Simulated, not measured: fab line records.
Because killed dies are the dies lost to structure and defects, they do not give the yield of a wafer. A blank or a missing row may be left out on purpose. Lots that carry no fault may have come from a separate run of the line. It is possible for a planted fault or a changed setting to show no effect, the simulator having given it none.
Problem report in the 8D (eight disciplines) form, filled by code    flow sky130    the parts of the form that need people (team, actions taken, sign-off) are left out

1. WHAT WENT WRONG
Across 4 wafers from 2 lots, CONTACT_CVD_00_THK at SKY_CONTACT_THK_MEAS_01 averages 131.9 nm, while fault-free wafers read 74.6 nm with a standard deviation of 0.89. Relative to the usual mean, that is a shift of +64 standard deviations.
Earliest sighting: wafer L630.1 on film_metro-03 at day 36 01:12. At this step, 33 wafers from 11 lots have a number in the record. Rule for "out", or "out of limits": more than 4 standard deviations from the usual mean. All remaining wafers that have a number are taken as sound.

2. WHAT IT IS, AND WHAT IT ISN'T
question                     is                              is not
which readings at this step  CONTACT_CVD_00_THK              -
which lots                   L630, L631                      L613, L614, L615, L620, L627, L632, L633, L635, L636
which wafers of those lots   L630.1, L630.5, L631.1, L631.4  L630.6, L631.3
read on which gauges         film_metro-02, film_metro-03    film_metro-04
when                         from day 36 01:12               up to then (16 sound wafers); but 13 sound wafers of L631, L632, L633, L635, L636 came after

3. THE SUSPECTS, EACH WITH WHAT RULES IT OUT
Counting: any tool at a process step up to the reading remains a suspect provided it ran every lot that is out. Sound lots after the first of them don't rule it out here, since some wafers of a struck lot are sound.
- the gauge at SKY_CONTACT_THK_MEAS_01 has been ruled out. Those wafers that are out were read across 2 gauges (film_metro-02, film_metro-03).
- pecvd-01 at SKY_CONTACT_CVD_00 (deposits Si3N4, target thk 75 nm): kept. It processed each lot that is out (first: L630, day 36 01:10); up to then, its last sound lot is L627 (day 35 04:35).
- Within pecvd-01 at SKY_CONTACT_CVD_00, the wafers that are out were processed in chamber 2 and their sound lot-mates in chamber 0.
Remaining after the count: pecvd-01 at SKY_CONTACT_CVD_00.

4. THE CAUSE (what the simulator had put in)
pecvd-01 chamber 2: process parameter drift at SKY_CONTACT_CVD_00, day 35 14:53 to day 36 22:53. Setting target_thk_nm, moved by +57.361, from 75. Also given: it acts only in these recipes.
Only this tool survived the counting.

5. SEQUENCE OF EFFECTS, ordered by route
Rows list readings where the struck wafers' mean (over those with a number) sits beyond 3 standard deviations from the usual. Readings are gone through only where the record gives a usual standard deviation; hours: the median, over the lots, of the time from a lot's start at the first step in this table giving one to that lot's start at this step; sigmas: the change measured in usual standard deviations.
hours  step                     reading             usual       on struck wafers  change  sigmas
0      SKY_CONTACT_THK_MEAS_01  CONTACT_CVD_00_THK  74.6 nm     131.9             +57.3   +64
-      SKY_CONTACT_ETCH_18      oes_product_au      0.852 a.u.  0.992             +0.140  +20
-      SKY_CONTACT_ETCH_18      throttle_valve_pct  8.792 %     8.828             +0.036  +3.8
331    SKY_PAD_OPEN_PROBE_99    killed_at_contacts  24          433               +409    +79
331    SKY_PAD_OPEN_PROBE_99    killed_dies         86          492               +406    +47
331    SKY_PAD_OPEN_PROBE_99    killed_on_rim       17          96                +79     +21
Its process steps:
- SKY_CONTACT_ETCH_18: etches Si3N4 in CHF3/O2, stops on TiN, time 39 s, target depth 75 nm.
- SKY_PAD_OPEN_PROBE_99

6. HOW IT WOULD HAVE BEEN CAUGHT EARLIER
In this record the first reading out of limits at a measuring or inspecting step was taken at day 36 01:12, 10 hours after the fault began at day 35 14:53.
Of the tool readings at SKY_CONTACT_CVD_00 for which the record gives a usual standard deviation, none was out on any struck wafer, so an alarm limit of 4 standard deviations on them would not have fired.
L631, from the lots that are out (2), started SKY_CONTACT_CVD_00 on pecvd-01 later than day 36 01:12. It would have been spared by a hold on the tool at that moment.
